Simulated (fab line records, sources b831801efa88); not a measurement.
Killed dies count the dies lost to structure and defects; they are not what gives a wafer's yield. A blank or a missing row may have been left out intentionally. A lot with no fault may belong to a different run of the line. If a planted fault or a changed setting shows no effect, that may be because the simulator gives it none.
The tool behind it: which one? :: flow gf180mcu :: 7 lots (21 wafers sampled), 1 step of a 602-step route

## WHAT THE GAUGES SHOWED, per wafer
GF_STI_THK_MEAS_02.
lot: L492
measured: day 1 21:31
on: film_metro-01
STI_OXIDATION_THK (nm): 10.20 10.24 10.18

lot: L494
measured: day 2 07:31
on: film_metro-02
STI_OXIDATION_THK (nm): 10.22 10.11 10.27

lot: L496
measured: day 2 20:11
on: film_metro-01
STI_OXIDATION_THK (nm): 9.59 9.87 9.84

lot: L500
measured: day 3 13:55
on: film_metro-03
STI_OXIDATION_THK (nm): 9.85 9.89 9.91

lot: L502
measured: day 3 23:31
on: film_metro-01
STI_OXIDATION_THK (nm): 9.91 9.89 10.06

lot: L511
measured: day 5 20:38
on: film_metro-03
STI_OXIDATION_THK (nm): 9.96 10.05 10.14

lot: L513
measured: day 6 06:31
on: film_metro-01
STI_OXIDATION_THK (nm): 9.57 9.61 9.64

## WHAT TOOL EACH LOT RAN ON (gives the tool, then ch and the chambers of the sampled wafers, and finally the start)
No process step before these readings appears in the record.

## THE ANSWER, worked out from the rows above alone
Rule: usual is defined by the lots themselves. The widest of any qualifying gaps counts: lots, ordered by their means at a reading, are off when they make up no more than a third of the lots, leave a main group of 4 or more, and stand apart from it by 3 or more times the standard deviation of that group's means. If all means in a main group match to the digits the tables above print for the reading, that group is not used. Also off: a lot with no number at a reading for which 4 or more lots have one. Any other lot the step has rows for is counted as sound.
No lot is off on any of the readings shown, so nothing can be concluded from this.

## WHAT THE SIMULATOR HAD PUT IN
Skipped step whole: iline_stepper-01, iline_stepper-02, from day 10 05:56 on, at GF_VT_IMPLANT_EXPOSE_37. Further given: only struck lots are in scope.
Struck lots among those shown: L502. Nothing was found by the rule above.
